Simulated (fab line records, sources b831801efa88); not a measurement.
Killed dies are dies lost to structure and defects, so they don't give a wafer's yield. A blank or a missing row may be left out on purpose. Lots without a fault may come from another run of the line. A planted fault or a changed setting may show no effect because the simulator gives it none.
fab line records | flow sky130
record lots=15 wafers=45 last_day=51
route steps=708 shown VIA4@641
lots that met no fault: from a run of the same line without faults
start_h: hours from the record's first day to the start of the lot's first wafer shown | wait_h: hours since the lot's step before | " the same as in the row above | L1.1+2: a row that stands for several wafers | - no value, or no start given | * or withheld: withheld | < > ~ a bound
route shown NAME@n: a module of which the file shows steps, and the number in the route of the first | usual: mean/standard deviation of fault-free wafers | same: alike in all rows | chamber/n: place in a boat | sites: the reading at each site | _std_site: their standard deviation | _edge_site: outer sites' mean less inner sites' | radius_mm: how far each site lies from the wafer's centre | mask NAME#n: copy n | behind: the tool/chamber that last shaped the wafer | hold: why the lot was held/for how many hours/how that ended | device: the transistor (n, p or np) that didn't switch | end of line: the same wafers' tests at the end of the route | a step without rows: its recipe alone | killed: dies lost to structure and defects at the first sort, not the wafer's yield | map: a wafer's dies, x killed, . not, _ none there
set.NAME: the setting as run; set.NAME@STEP: as run at that earlier step | model.NAME: the simulator's own value behind a step, which no gauge read
steps of the route over a sample of lots; a table a step, a row a wafer
services: from which hour (start_h, from the record's first day; less than 0 if before it) a tool's chamber was out of use, for how many hours, and why
## steps
# step SKY_VIA4_CMP_02
# recipe material=SiO2 down_force_psi=4 platen_rpm=60 pad_velocity_m_s=0.94248
# usual edge_zone_pressure_frac=1.000/0.0045 head_pressure_psi=4.001/0.0078 motor_current_A=11.5/1.3 slurry_filter_dp_kPa=13.50/0.13
# columns lot.wafer tool chamber start_h wait_h edge_zone_pressure_frac head_pressure_psi motor_current_A slurry_filter_dp_kPa
L746.4 cmp-02 1 1018.01 0.1 0.997 4.007 9.4 13.45
L746.2 " 2 " " 1.002 3.982 12.3 13.51
L746.5 " 0 " " 1.004 4.011 13.0 13.42
L748.4 cmp-02 0 1024.36 0.2 0.994 4.003 12.7 13.84
L748.5 " 2 " " 0.997 4.014 12.2 13.41
L748.6 " 3 " " 0.995 4.003 12.7 13.34
L749.2 cmp-01 0 1034.59 0.0 0.992 3.989 9.7 13.60
L749.3 " 2 " " 0.996 4.004 12.2 13.30
L749.6 " 0 " " 0.991 3.984 10.0 13.38
L751.3 cmp-01 1 1041.89 0.0 1.005 3.983 10.9 13.53
L751.2 " 2 " " 1.006 3.998 12.8 13.62
L751.5 " 2 " " 1.009 4.006 12.3 13.72
L752.1 cmp-01 1 1050.67 0.3 1.000 3.994 11.2 13.60
L752.2 " 2 " " 1.001 4.008 12.7 13.45
L752.6 " 1 " " 1.000 3.995 11.4 13.67
L753.2 cmp-02 2 1060.26 0.1 1.002 4.001 11.7 13.48
L753.3 " 3 " " 0.994 4.003 13.0 13.43
L753.6 " 1 " " 1.001 3.998 9.4 13.54
L754.2 cmp-01 3 1068.39 0.3 1.010 3.998 10.7 13.33
L754.1 " 0 " " 0.999 3.996 10.1 13.85
L754.4 " 1 " " 1.001 4.018 11.4 13.56
L755.2 cmp-01 1 1069.59 0.2 0.996 4.004 11.4 13.59
L755.1 " 3 " " 1.005 3.992 11.1 13.57
L755.5 " 0 " " 1.005 4.008 9.7 13.38
L756.3 cmp-02 0 1082.62 0.0 0.992 4.012 12.9 13.78
L756.2 " 1 " " 1.000 4.006 9.9 13.42
L756.1 " 2 " " 1.004 3.996 12.3 13.60
L758.3 cmp-01 0 1089.84 0.1 0.999 4.008 9.8 13.37
L758.1 " 1 " " 0.998 4.001 11.4 13.44
L758.6 " 2 " " 1.003 4.003 13.2 13.64
L759.3 cmp-02 2 1094.95 0.0 1.000 3.991 12.6 13.42
L759.2 " 3 " " 0.997 4.007 13.0 13.50
L759.4 " 0 " " 1.004 4.002 12.6 13.70
L760.1 cmp-01 2 1099.28 0.1 - - - -
L760.2 " 3 " " - - - -
L760.6 " 3 " " - - - -
L761.4 cmp-01 2 1101.38 0.1 - - - -
L761.2 " 0 " " - - - -
L761.5 " 1 " " - - - -
L763.4 cmp-02 3 1116.79 0.1 - - - -
L763.5 " 2 " " - - - -
L763.6 " 3 " " - - - -
L767.3 cmp-02 0 1142.05 0.0 1.000 3.999 12.9 13.40
L767.2 " 1 " " 0.994 3.998 9.6 13.64
L767.5 " 0 " " 1.007 3.997 13.2 13.30
# step SKY_VIA4_BOW_MEAS_03
# recipe mode=bow
# usual VIA4_BOW=82/7.5
# columns lot.wafer tool chamber start_h wait_h VIA4_BOW[um]
L746.2 film_metro-04 - 1018.23 0.1 87
L746.4 " - " " 90
L746.5 " - " " 91
L748.4 film_metro-02 - 1024.62 0.2 96
L748.5 " - " " 75
L748.6 " - " " 78
L749.2 film_metro-02 - 1034.91 0.3 88
L749.3 " - " " 91
L749.6 " - " " 84
L751.2 film_metro-04 - 1042.21 0.2 86
L751.3 " - " " 68
L751.5 " - " " 65
L752.1 film_metro-03 - 1050.97 0.2 79
L752.2 " - " " 77
L752.6 " - " " 82
L753.2 film_metro-02 - 1060.48 0.2 86
L753.3 " - " " 95
L753.6 " - " " 94
L754.1 film_metro-02 - 1068.64 0.1 70
L754.2 " - " " 82
L754.4 " - " " 87
L755.1 film_metro-04 - 1069.84 0.1 77
L755.2 " - " " 73
L755.5 " - " " 80
L756.1 film_metro-03 - 1082.92 0.1 93
L756.2 " - " " 84
L756.3 " - " " 95
L758.1 film_metro-04 - 1090.04 0.1 79
L758.3 " - " " 76
L758.6 " - " " 81
L759.2 film_metro-04 - 1095.27 0.2 72
L759.3 " - " " 80
L759.4 " - " " 76
L760.1 film_metro-04 - 1099.58 0.2 151
L760.2 " - " " 139
L760.6 " - " " 140
L761.2 film_metro-04 - 1101.65 0.1 130
L761.4 " - " " 144
L761.5 " - " " 137
L763.4 film_metro-02 - 1117.10 0.3 127
L763.5 " - " " 120
L763.6 " - " " 136
L767.2 film_metro-03 - 1142.37 0.2 77
L767.3 " - " " 85
L767.5 " - " " 80
# step SKY_VIA4_ETCH_12
# recipe target=SiO2 chemistry=C4F8/O2/Ar stop_on=TiN mask_material=NOVOLAK source_w=1500 bias_w=1200 pressure_mtorr=40 c4f8_flow_sccm=withheld O2_flow_sccm=6 Ar_flow_sccm=300 time_s=withheld target_depth_a=5800
# usual oes_product_au=0.926/0.0047
# columns lot.wafer tool chamber start_h wait_h oes_product_au
L746.2 rie_diel-01 2 1041.61 0.0 0.924
L746.4 " 1 " " 0.922
L746.5 " 1 " " 0.927
L748.4 rie_diel-02 1 1047.21 0.0 0.929
L748.5 " 0 " " 0.929
L748.6 " 1 " " 0.921
L749.2 rie_diel-02 0 1057.31 0.0 0.918
L749.3 " 1 " " 0.918
L749.6 " 2 " " 0.930
L751.2 rie_diel-01 2 1064.36 0.0 0.933
L751.3 " 1 " " 0.925
L751.5 " 2 " " 0.930
L752.1 rie_diel-04 0 1072.58 0.0 0.929
L752.2 " 1 " " 0.928
L752.6 " 3 " " 0.926
L753.2 rie_diel-01 3 1081.76 0.0 0.929
L753.3 " 0 " " 0.925
L753.6 " 3 " " 0.933
L754.1 rie_diel-04 2 1090.32 0.0 0.937
L754.2 " 1 " " 0.930
L754.4 " 0 " " 0.927
L755.1 rie_diel-02 1 1090.97 0.0 0.920
L755.2 " 3 " " 0.922
L755.5 " 1 " " 0.926
L756.1 rie_diel-04 2 1103.62 0.0 0.923
L756.2 " 3 " " 0.915
L756.3 " 0 " " 0.927
L758.1 rie_diel-01 3 1111.11 0.0 0.932
L758.3 " 2 " " 0.931
L758.6 " 1 " " 0.934
L759.2 rie_diel-01 3 1115.76 0.0 0.927
L759.3 " 0 " " 0.930
L759.4 " 3 " " 0.924
L760.1 rie_diel-02 2 1120.06 0.0 1.636
L760.2 " 0 " " 1.620
L760.6 " 0 " " 1.629
L761.2 rie_diel-02 1 1122.01 0.0 1.620
L761.4 " 2 " " 1.617
L761.5 " 1 " " 1.611
L763.4 rie_diel-01 2 1137.51 0.0 1.604
L763.5 " 3 " " 1.631
L763.6 " 0 " " 1.621
L767.2 rie_diel-02 2 1161.06 0.0 0.926
L767.3 " 0 " " 0.931
L767.5 " 0 " " 0.933
## services
# columns tool chamber start_h hours kind
cmp-02 - 999.84 7.2 pm
rie_diel-01 3 1002.56 1.2 repair
cmp-02 - 1007.70 1.8 repair
cmp-01 - 1020.43 2.0 repair
rie_diel-01 2 1023.47 9.4 repair
rie_diel-02 2 1027.30 4.7 repair
rie_diel-04 2 1028.27 13.1 repair
rie_diel-04 0 1034.66 8.4 repair
rie_diel-04 - 1037.41 0.6 repair
cmp-02 - 1042.62 9.0 repair
rie_diel-04 2 1058.19 13.1 repair
rie_diel-04 0 1059.57 3.1 repair
rie_diel-01 3 1063.40 6.3 repair
cmp-02 - 1065.89 10.0 pm
rie_diel-02 2 1078.48 31.9 repair
rie_diel-02 3 1083.35 3.5 repair
cmp-02 - 1084.00 4.0 pm
rie_diel-01 1 1113.69 14.0 repair
cmp-02 - 1126.22 0.6 repair
rie_diel-04 1 1128.67 6.2 repair
cmp-01 - 1142.91 10.2 repair
cmp-01 - 1143.47 1.7 repair
rie_diel-01 2 1145.00 3.0 repair
rie_diel-01 - 1147.10 0.9 repair
## key
first_sign step=SKY_VIA4_CMP_02 reading=tool_record direction=missing
effect step=SKY_VIA4_BOW_MEAS_03 reading=VIA4_BOW direction=up sigmas=7.1 usual=82 struck=136
effect step=SKY_VIA4_ETCH_12 reading=oes_product_au direction=up sigmas=99+ usual=0.926 struck=1.621
met_at SKY_VIA4_CMP_02
struck_lots L760,L761,L763
later_rows_left_out L760.1,L760.2,L760.6,L761.2,L761.4,L761.5,L763.4,L763.5,L763.6
sort_left_out L760.1,L760.2,L760.6,L761.2,L761.4,L761.5,L763.4,L763.5,L763.6
onset_between 1094.95 1099.28
fault kind=skipped_step_whole tool=cmp-01,cmp-02 chamber=- onset_h=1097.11 steps=SKY_VIA4_CMP_02 scope=struck_lots_only
# sort_left_out: the simulated sort isn't trusted on such a fault, so these wafers' sort isn't shown, and their yield isn't known
# later_rows_left_out: the simulator's readings of these wafers behind a module that went badly wrong aren't trusted and aren't shown, but for the sort
